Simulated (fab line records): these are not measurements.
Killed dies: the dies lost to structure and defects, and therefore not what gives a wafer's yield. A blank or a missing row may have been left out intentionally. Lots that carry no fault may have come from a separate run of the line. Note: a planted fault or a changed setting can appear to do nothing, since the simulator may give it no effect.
fab line records -- flow sky130 -- part 2 of 2: steps 27 to 37 of 37
record: lots: 5, wafers: 15, last-day: 50
route steps=708 shown VIA2@518 METAL3@532 CAPM@537
lots that met no fault: taken from a fault-free run of the same line
start-h: start of the lot's first displayed wafer, in hours after the record's first day -- wait-h: how many hours have passed since the lot's step before this one -- " repeats the value in the row above -- L1.1+2: a single row standing in for several wafers -- - no value present, or no start provided -- * or withheld: withheld -- < > ~ a bound
route shown NAME@n: names a module that has steps shown in the file, with the first one's number in the route -- usual: mean/standard deviation taken from wafers without a fault -- same: alike in all rows -- chamber/n: place in a boat -- sites: readings site by site -- _std_site: standard deviation of those values -- _edge_site: mean of outer sites minus mean of inner sites -- radius-mm: for every site, how far away it sits from the centre of the wafer -- mask NAME#n: copy n -- behind: the last tool/chamber to shape the wafer -- hold: reason for holding the lot/hours on hold/outcome of the hold -- device: transistor that didn't switch, given as n, p or np -- end of line: the tests these same wafers got at the end of their route -- a step with no rows: only its recipe -- killed: count of dies lost to structure and defects at first sort (not the wafer's yield) -- map: per-die view of a wafer (x killed, . not killed, _ where there is no die)
set.NAME: the setting as run; set.NAME@STEP: as run at that earlier step -- model.NAME: the simulator's own value behind a step, which no gauge read
lots at some steps of the route; a table a step, a row a wafer
services: a tool's chamber out of use, with start hour (start-h, from the record's first day; less than 0 if before it), hours out, and reason
== steps ==
step: SKY_CAPM_COAT_07
recipe: resist: NOVOLAK, spin-rpm: 2954, resist-thk-nm: 1140
lot.wafer,tool,chamber,start-h,wait-h
L074.1+5+6,litho-track-04,0,857.36,0.1
L077.1+5+6,litho-track-04,0,883.41,0.1
L086.1+5+6,litho-track-03,0,954.13,0.1
L095.2+3+4,litho-track-04,0,1009.79,0.1
L096.1+3+5,litho-track-01,0,1013.97,0.1
step: SKY_CAPM_SOFTBAKE_08
recipe: temp-c: 90, time-s: 60, resist: NOVOLAK
usual: plate-temp-C: 89.98/0.11
lot.wafer,tool,chamber,start-h,wait-h,plate-temp-C
L074.1,litho-track-04,0,857.51,0.1,90.00
L074.5,litho-track-04,0,857.51,0.1,90.02
L074.6,litho-track-04,0,857.51,0.1,89.81
L077.1,litho-track-04,0,883.56,0.1,90.05
L077.5,litho-track-04,0,883.56,0.1,90.01
L077.6,litho-track-04,0,883.56,0.1,90.01
L086.1,litho-track-03,0,954.28,0.1,89.86
L086.5,litho-track-03,0,954.28,0.1,90.08
L086.6,litho-track-03,0,954.28,0.1,89.86
L095.2,litho-track-04,0,1009.94,0.1,89.91
L095.3,litho-track-04,0,1009.94,0.1,90.03
L095.4,litho-track-04,0,1009.94,0.1,90.04
L096.1,litho-track-01,0,1014.12,0.1,90.12
L096.3,litho-track-01,0,1014.12,0.1,89.97
L096.5,litho-track-01,0,1014.12,0.1,90.08
step: SKY_CAPM_EXPOSE_09
recipe: mask-id: CAPM, na: 0.6, source-shape: conventional, sigma-outer: 0.6, polarization: unpolarized, target-cd-nm: 1000, dose-mj: 159
lot.wafer,tool,chamber,start-h,wait-h,mask
L074.1+5+6,iline-stepper-02,0,-,-,CAPM#0
L077.1+5+6,iline-stepper-01,0,-,-,CAPM#0
L086.1+5+6,iline-stepper-02,0,-,-,CAPM#0
L095.2+3+4,iline-stepper-01,0,-,-,CAPM#0
L096.1+3+5,iline-stepper-01,0,-,-,CAPM#0
step: SKY_CAPM_PEB_10
recipe: temp-c: withheld, time-s: *, resist: NOVOLAK
lot.wafer,tool,chamber,start-h,wait-h
L074.1+5+6,litho-track-03,0,-,-
L077.1+5+6,litho-track-04,0,-,-
L086.1+5+6,litho-track-01,0,-,-
L095.2+3+4,litho-track-04,0,-,-
L096.1+3+5,litho-track-01,0,-,-
step: SKY_CAPM_DEVELOP_11
recipe: resist: NOVOLAK, developer: TMAH, develop-time-s: 60, dev-temp-c: 23
lot.wafer,tool,chamber,start-h,wait-h
L074.1+5+6,litho-track-03,0,870.63,0.1
L077.1+5+6,litho-track-04,0,897.01,0.1
L086.1+5+6,litho-track-01,0,966.32,0.1
L095.2+3+4,litho-track-04,0,1020.99,0.1
L096.1+3+5,litho-track-01,0,1025.97,0.1
step: SKY_CAPM_OVL_MEAS_12
usual: CAPM_OVL: 1.4/1.5
lot.wafer,tool,chamber,start-h,wait-h,CAPM_OVL[nm]
L074.1,overlay-02,-,870.78,0.1,1.5
L074.5,overlay-02,-,870.78,0.1,1.4
L074.6,overlay-02,-,870.78,0.1,0.6
L077.1,overlay-01,-,897.16,0.1,-0.5
L077.5,overlay-01,-,897.16,0.1,-1.9
L077.6,overlay-01,-,897.16,0.1,-0.2
L086.1,overlay-02,-,966.47,0.1,5.2
L086.5,overlay-02,-,966.47,0.1,0.8
L086.6,overlay-02,-,966.47,0.1,1.1
L095.2,overlay-01,-,1021.12,0.1,-0.1
L095.3,overlay-01,-,1021.12,0.1,-1.5
L095.4,overlay-01,-,1021.12,0.1,-1.2
L096.1,overlay-02,-,1026.12,0.1,3.0
L096.3,overlay-02,-,1026.12,0.1,3.2
L096.5,overlay-02,-,1026.12,0.1,3.7
step: SKY_CAPM_METAL_ETCH_13
recipe: target-depth-nm: 220, stop-on: SiO2, chemistry: Cl2/BCl3, target: TiN, pressure-mtorr: 10, icp-w: 900, bias-w: 48.5, Cl2_flow_sccm: 60, bcl3-flow-sccm: 30, time-s: 62.9
usual: bcl3-flow-sccm: 30.01/0.083, drypump-motor-current-A: 5.94/0.21, mfc-cl2-sccm: 60.00/0.18, oes-product-au: 0.943/0.0071, rf-fwd-power-W: 894/3, throttle-valve-pct: 21.900/0.011
lot.wafer,tool,chamber,start-h,wait-h,bcl3-flow-sccm,drypump-motor-current-A,mfc-cl2-sccm,oes-product-au,rf-fwd-power-W,rf-hours-counter-h,throttle-valve-pct
L074.1,rie-metal-02,1,870.81,0.0,29.93,5.70,60.12,0.948,891,1,21.890
L074.5,rie-metal-02,0,870.81,0.0,30.01,5.90,59.68,0.944,891,-,21.895
L074.6,rie-metal-02,1,870.81,0.0,29.81,5.72,60.11,0.931,898,-,21.893
L077.1,rie-metal-02,1,897.20,0.0,30.02,5.67,60.28,0.939,895,3,21.897
L077.5,rie-metal-02,0,897.20,0.0,30.02,5.88,60.31,0.936,893,-,21.891
L077.6,rie-metal-02,1,897.20,0.0,30.04,5.66,60.21,0.939,893,-,21.903
L086.1,rie-metal-03,1,966.51,0.0,30.15,5.87,59.77,0.936,891,16,21.896
L086.5,rie-metal-03,1,966.51,0.0,30.06,5.93,60.08,0.946,892,-,21.901
L086.6,rie-metal-03,0,966.51,0.0,30.00,5.89,59.73,0.937,898,-,21.906
L095.2,rie-metal-02,1,1021.15,0.0,29.88,5.71,59.91,0.953,898,9,21.891
L095.3,rie-metal-02,0,1021.15,0.0,30.06,5.89,59.87,0.943,891,-,21.902
L095.4,rie-metal-02,1,1021.15,0.0,29.98,5.68,59.97,0.949,895,-,21.884
L096.1,rie-metal-02,0,1026.16,0.0,30.04,5.89,59.97,0.937,893,4,21.911
L096.3,rie-metal-02,1,1026.16,0.0,30.14,5.69,60.02,0.938,894,-,21.895
L096.5,rie-metal-02,0,1026.16,0.0,30.05,5.91,59.89,0.941,892,-,21.910
step: SKY_CAPM_STRIP_14
recipe: chemistry: O2/N2, power-w: 1400, pressure-mtorr: 1500, platen-temp-c: withheld, o2-flow-sccm: 3000, n2-flow-sccm: 300, overash-fraction: 0.5
usual: drypump-motor-current-A: 6.14/0.29, oes-product-au: 0.710/0.0044, strip-time-to-endpoint-s: 12.77/0.053
lot.wafer,tool,chamber,start-h,wait-h,drypump-motor-current-A,oes-product-au,rf-hours-counter-h,strip-time-to-endpoint-s
L074.1,plasma-asher-02,1,870.89,0.1,6.09,0.712,12,12.83
L074.5,plasma-asher-02,1,870.89,0.1,6.07,0.714,-,12.80
L074.6,plasma-asher-02,0,870.89,0.1,6.70,0.709,-,12.80
L077.1,plasma-asher-04,0,897.28,0.1,5.74,0.707,47,12.83
L077.5,plasma-asher-04,0,897.28,0.1,5.75,0.707,-,12.79
L077.6,plasma-asher-04,1,897.28,0.1,5.89,0.712,-,12.79
L086.1,plasma-asher-02,0,966.59,0.1,6.68,0.704,22,12.79
L086.5,plasma-asher-02,0,966.59,0.1,6.70,0.708,-,12.77
L086.6,plasma-asher-02,1,966.59,0.1,6.10,0.707,-,12.78
L095.2,plasma-asher-02,0,1021.23,0.1,6.70,0.704,27,12.79
L095.3,plasma-asher-02,0,1021.23,0.1,6.69,0.717,-,12.82
L095.4,plasma-asher-02,1,1021.23,0.1,6.09,0.711,-,12.78
L096.1,plasma-asher-02,1,1026.24,0.1,6.06,0.715,27,12.80
L096.3,plasma-asher-02,0,1026.24,0.1,6.69,0.711,-,12.79
L096.5,plasma-asher-02,1,1026.24,0.1,6.06,0.716,-,12.83
step: SKY_CAPM_STRIP_15
recipe: chemistry: post-etch-residue-remover, time-s: 1200, temp-c: 72.5
lot.wafer,tool,chamber,start-h,wait-h
L074.1+5+6,wet-bench-01,0,870.99,0.1
L077.1+5+6,wet-bench-04,0,897.51,0.2
L086.1+5+6,wet-bench-01,2,966.69,0.1
L095.2+3+4,wet-bench-01,0,1021.33,0.1
L096.1+3+5,wet-bench-03,2,1026.34,0.1
step: SKY_CAPM_CLEAN_16
recipe: chemistry: IPA, time-s: 180, temp-c: 25
lot.wafer,tool,chamber,start-h,wait-h
L074.1+5+6,wet-bench-04,2,871.33,0.0
L077.1+5+6,wet-bench-03,1,897.85,0.0
L086.1+5+6,wet-bench-04,2,967.06,0.0
L095.2+3+4,wet-bench-03,0,1021.67,0.0
L096.1+3+5,wet-bench-01,1,1026.68,0.0
step: SKY_CAPM_CLEAN_17
recipe: chemistry: O3/DIW, dry: n2-spin
lot.wafer,tool,chamber,start-h,wait-h
L074.1+5+6,wet-bench-03,3,871.39,0.0
L077.1+5+6,wet-bench-04,1,897.91,0.0
L086.1+5+6,wet-bench-03,3,967.12,0.0
L095.2+3+4,wet-bench-01,0,1021.73,0.0
L096.1+3+5,wet-bench-01,0,1026.74,0.0
== services ==
tool,chamber,start-h,hours,kind
cmp-01,-,829.90,1.3,repair
pvd-sputter-02,-,836.35,0.5,repair
pvd-sputter-01,-,863.00,1.5,repair
pvd-sputter-04,-,865.26,4.3,repair
cmp-01,-,880.15,4.1,repair
cmp-01,-,880.38,0.6,repair
pvd-sputter-03,-,888.46,4.6,repair
wet-bench-01,-,897.29,5.9,repair
rie-metal-02,0,897.49,18.9,repair
cvd-w-01,-,904.00,14.0,pm
rie-diel-03,-,908.77,0.2,repair
pvd-sputter-03,-,910.81,6.7,repair
cmp-01,-,912.00,4.0,pm
rie-diel-03,-,930.14,4.3,pm
pvd-sputter-03,-,939.89,1.8,repair
pvd-sputter-04,-,949.51,3.6,repair
rie-diel-03,-,952.74,0.3,repair
pvd-sputter-03,-,968.84,0.6,repair
rie-diel-03,-,986.72,0.6,repair
rie-diel-03,1,997.82,6.3,repair
cmp-01,-,1011.66,0.6,repair
cmp-01,-,1012.09,4.8,repair
pvd-sputter-04,-,1017.72,2.0,repair
rie-diel-03,3,1020.80,8.9,repair
